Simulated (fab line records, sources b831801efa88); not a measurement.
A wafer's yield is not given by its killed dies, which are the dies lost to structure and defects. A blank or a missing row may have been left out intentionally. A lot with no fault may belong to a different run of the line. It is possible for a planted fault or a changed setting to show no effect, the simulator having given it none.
Which tool is to blame? | flow gf180mcu | Sampling: 13 lots, 39 wafers, 3 of 602 route steps

== WHAT THE GAUGES SHOWED, per wafer ==
GF_STI_THK_MEAS_22.
lot  | measured    | on            | STI_OXIDATION_01_THK (nm)
L943 | day 2 04:08 | film metro-01 | 15.26 15.31 14.94
L944 | day 2 08:39 | film metro-04 | 15.48 15.31 15.54
L945 | day 2 13:42 | film metro-04 | 15.69 15.45 15.65
L948 | day 3 05:11 | film metro-01 | 14.78 14.79 15.04
L949 | day 3 10:16 | film metro-01 | 14.93 14.89 14.75
L950 | day 3 14:55 | film metro-01 | 15.13 15.22 15.09
L951 | day 3 21:54 | film metro-04 | 14.70 14.55 14.87
L952 | day 4 01:05 | film metro-01 | 15.46 15.49 15.49
L954 | day 4 12:18 | film metro-01 | 15.32 15.30 15.34
L955 | day 4 16:35 | film metro-02 | 15.00 14.85 15.05
L957 | day 5 02:54 | film metro-04 | 14.91 14.86 14.84
L958 | day 5 08:29 | film metro-02 | 14.84 14.80 14.60
L959 | day 5 14:37 | film metro-02 | 14.96 14.78 14.47

GF_STI_THK_MEAS_30.
lot  | measured    | on            | STI_OXIDATION_02_THK (nm)
L943 | day 2 07:23 | film metro-04 | 10.41 10.39 10.50
L944 | day 2 11:11 | film metro-01 | 10.25 10.12 10.31
L945 | day 2 16:42 | film metro-04 | 10.06 10.07 10.03
L948 | day 3 07:44 | film metro-02 | 10.05 10.19 10.16
L949 | day 3 13:43 | film metro-02 | 10.25 10.34 10.28
L950 | day 3 17:24 | film metro-01 | 10.44 10.52 10.50
L951 | day 4 00:43 | film metro-04 | 10.15 10.06 10.35
L952 | day 4 04:06 | film metro-04 | 9.65 9.89 9.71
L954 | day 4 15:51 | film metro-01 | 10.27 10.26 10.49
L955 | day 4 19:29 | film metro-04 | 10.35 10.37 10.30
L957 | day 5 05:23 | film metro-01 | 9.98 9.82 9.66
L958 | day 5 11:26 | film metro-02 | 9.77 9.63 9.69
L959 | day 5 17:06 | film metro-04 | 10.03 9.94 9.99

== TOOL THAT RAN EACH LOT (tool first, then ch and the chambers of the sampled wafers, then the start) ==
lot  | GF_STI_ETCH_13
L943 | rie diel-02 ch 0,1,2, day 2 02:24
L944 | rie diel-04 ch 0,1,3, day 2 06:39
L945 | rie diel-04 ch 0,2, day 2 11:58
L948 | rie diel-04 ch 1,2,3, day 3 03:25
L949 | rie diel-01 ch 0,3, day 3 08:12
L950 | rie diel-01 ch 0,1,3, day 3 13:10
L951 | rie diel-04 ch 1,2, day 3 20:00
L952 | rie diel-01 ch 1,2,3, day 3 23:10
L954 | rie diel-04 ch 0,1,3, day 4 10:31
L955 | rie diel-04 ch 0,2, day 4 14:51
L957 | rie diel-02 ch 1,2, day 5 01:04
L958 | rie diel-04 ch 0,1, day 5 06:43
L959 | rie diel-01 ch 0,1, day 5 12:51
- GF_STI_ETCH_13: etches the open film in CHF3/O2, stops on Si, target depth 282.31 nm, time 112.9 s.

== WHAT THE TOOLS THEMSELVES READ (means of the sampled wafers that have a number; where no wafer has one, the mark that the record gives instead) ==
GF_STI_ETCH_13.
lot  | tool        | bias w (W) | chamber pressure mTorr (mTorr) | drypump motor current A (A) | oes product au (a.u.) | throttle valve pct (%)
L943 | rie diel-02 | 200.2      | 39.99                          | 6.0                         | 0.833                 | 8.805
L944 | rie diel-04 | 200.1      | 40.02                          | 5.3                         | 0.834                 | 8.815
L945 | rie diel-04 | 200.9      | 40.03                          | 5.2                         | 0.834                 | 8.812
L948 | rie diel-04 | 200.0      | 40.00                          | 5.4                         | 0.842                 | 8.816
L949 | rie diel-01 | 200.0      | 40.02                          | 5.9                         | 0.825                 | 8.815
L950 | rie diel-01 | 200.3      | 39.99                          | 5.9                         | 0.834                 | 8.806
L951 | rie diel-04 | 200.5      | 39.99                          | 5.3                         | 0.833                 | 8.813
L952 | rie diel-01 | 200.4      | 40.02                          | 6.0                         | 0.828                 | 8.814
L954 | rie diel-04 | 200.0      | 40.02                          | 5.4                         | 0.832                 | 8.809
L955 | rie diel-04 | 200.2      | 39.98                          | 5.2                         | 0.839                 | 8.810
L957 | rie diel-02 | 200.2      | 40.00                          | 6.2                         | 0.830                 | 8.821
L958 | rie diel-04 | 199.3      | 40.00                          | 5.1                         | 0.833                 | 8.815
L959 | rie diel-01 | 199.8      | 39.99                          | 5.9                         | 0.831                 | 8.803

== THE ANSWER, worked out from the rows above alone ==
Rule: what is usual is taken from the lots themselves. Put in order of their means at a reading, lots are off if they are a third of the lots or fewer, leave a main group of 4 or more, and stand apart from it by a gap of 3 or more times the standard deviation of the main group's means; of several such gaps the widest counts. A main group is skipped when, at the precision printed for the reading in the tables above, its means are all equal. A lot without any number at a reading at which 4 lots or more have one is off too. All remaining lots with rows at the step are treated as sound. The gauges are gone through in route order, then the tools' own readings, and for those a lot's mean is taken as printed above. At the first step where some lot is off, the reading lying furthest off is the one used; lots without a number count as furthest.
No lot is off on any of the readings shown, so nothing can be concluded from this.

== WHAT WAS PUT IN BY THE SIMULATOR ==
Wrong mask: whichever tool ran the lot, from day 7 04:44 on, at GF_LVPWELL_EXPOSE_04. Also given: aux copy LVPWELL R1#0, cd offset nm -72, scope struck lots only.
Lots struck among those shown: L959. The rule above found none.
